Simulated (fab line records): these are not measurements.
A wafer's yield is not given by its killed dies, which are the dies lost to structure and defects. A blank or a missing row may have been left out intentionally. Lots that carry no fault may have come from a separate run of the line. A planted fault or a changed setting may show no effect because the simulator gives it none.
Which of the tools did it? || flow sky130 || 8 lots with 24 wafers sampled at 3 steps, on a route of 708 steps

## WHAT THE GAUGES SHOWED, per wafer
SKY_VIA2_CD_MEAS_12: the cd target is 200 nm.
{"lot": "L603", "measured": "day 37 23:35", "on": "cd sem-02", "cd nm (nm)": "201.2 201.1 201.0"}
{"lot": "L606", "measured": "day 39 05:23", "on": "cd sem-02", "cd nm (nm)": "200.5 198.8 198.0"}
{"lot": "L607", "measured": "day 39 21:52", "on": "cd sem-02", "cd nm (nm)": "201.6 201.0 200.6"}
{"lot": "L609", "measured": "day 40 02:13", "on": "cd sem-01", "cd nm (nm)": "200.7 200.9 200.3"}
{"lot": "L615", "measured": "day 41 08:08", "on": "cd sem-01", "cd nm (nm)": "197.6 198.5 199.6"}
{"lot": "L616", "measured": "day 41 21:44", "on": "cd sem-02", "cd nm (nm)": "220.3 220.5 219.9"}
{"lot": "L618", "measured": "day 42 03:27", "on": "cd sem-01", "cd nm (nm)": "220.3 221.5 221.8"}
{"lot": "L620", "measured": "day 42 08:14", "on": "cd sem-02", "cd nm (nm)": "199.9 199.6 198.6"}

## TOOL THAT RAN EACH LOT (tool first, then ch and the chambers of the sampled wafers, then the start)
{"lot": "L603", "SKY_METAL2_ETCH_18": "rie metal-03 ch 0,1, day 36 21:55", "SKY_VIA2_EXPOSE_09": "krf scanner-02 ch 0, day 37 13:19"}
{"lot": "L606", "SKY_METAL2_ETCH_18": "rie metal-03 ch 0,1, day 38 01:58", "SKY_VIA2_EXPOSE_09": "krf scanner-02 ch 0, day 38 17:23"}
{"lot": "L607", "SKY_METAL2_ETCH_18": "rie metal-01 ch 0,1, day 38 18:50", "SKY_VIA2_EXPOSE_09": "krf scanner-01 ch 0, day 39 09:01"}
{"lot": "L609", "SKY_METAL2_ETCH_18": "rie metal-01 ch 0,1, day 38 22:01", "SKY_VIA2_EXPOSE_09": "krf scanner-01 ch 0, day 39 14:29"}
{"lot": "L615", "SKY_METAL2_ETCH_18": "rie metal-03 ch 0,1, day 40 07:01", "SKY_VIA2_EXPOSE_09": "krf scanner-01 ch 0, day 40 21:26"}
{"lot": "L616", "SKY_METAL2_ETCH_18": "rie metal-03 ch 0,1, day 40 20:46", "SKY_VIA2_EXPOSE_09": "krf scanner-01 ch 0, day 41 09:32"}
{"lot": "L618", "SKY_METAL2_ETCH_18": "rie metal-02 ch 0, day 41 01:34", "SKY_VIA2_EXPOSE_09": "krf scanner-01 ch 0, day 41 15:54"}
{"lot": "L620", "SKY_METAL2_ETCH_18": "rie metal-01 ch 0,1, day 41 07:58", "SKY_VIA2_EXPOSE_09": "krf scanner-02 ch 0, day 41 22:12"}
- SKY_METAL2_ETCH_18: etches BARC in N2/H2, stops on SiO2, time 45.9 s, target depth 60 nm.
- SKY_VIA2_EXPOSE_09: exposes mask VIM2, target cd 200 nm.

## THE ANSWER, worked out from the rows above alone
Rule: the usual values come from the lots themselves. Put in order of their means at a reading, lots are off if they are a third of the lots or fewer, leave a main group of 4 or more, and stand apart from it by a gap of 3 or more times the standard deviation of the main group's means; of several such gaps the widest counts. If all means in a main group match to the digits the tables above print for the reading, that group is not used. A lot without any number at a reading at which 4 lots or more have one is off too. The other lots that the step has rows for count as sound.
Off, at SKY_VIA2_CD_MEAS_12 on cd nm: L616, L618. For the main group the mean is 200.0 nm and the standard deviation 1.
If a tool, at a process step before that reading, ran all the lots that are off and no sound lot after the first of them, it fits. The gauges at SKY_VIA2_CD_MEAS_12 are tried like those tools. One fits: SKY_VIA2_EXPOSE_09 on krf scanner-01. A fault onset in the window from L615 (day 40 21:26, its last sound lot) to L616 (day 41 09:32, its first lot off) fits.

## WHAT THE SIMULATOR PUT IN
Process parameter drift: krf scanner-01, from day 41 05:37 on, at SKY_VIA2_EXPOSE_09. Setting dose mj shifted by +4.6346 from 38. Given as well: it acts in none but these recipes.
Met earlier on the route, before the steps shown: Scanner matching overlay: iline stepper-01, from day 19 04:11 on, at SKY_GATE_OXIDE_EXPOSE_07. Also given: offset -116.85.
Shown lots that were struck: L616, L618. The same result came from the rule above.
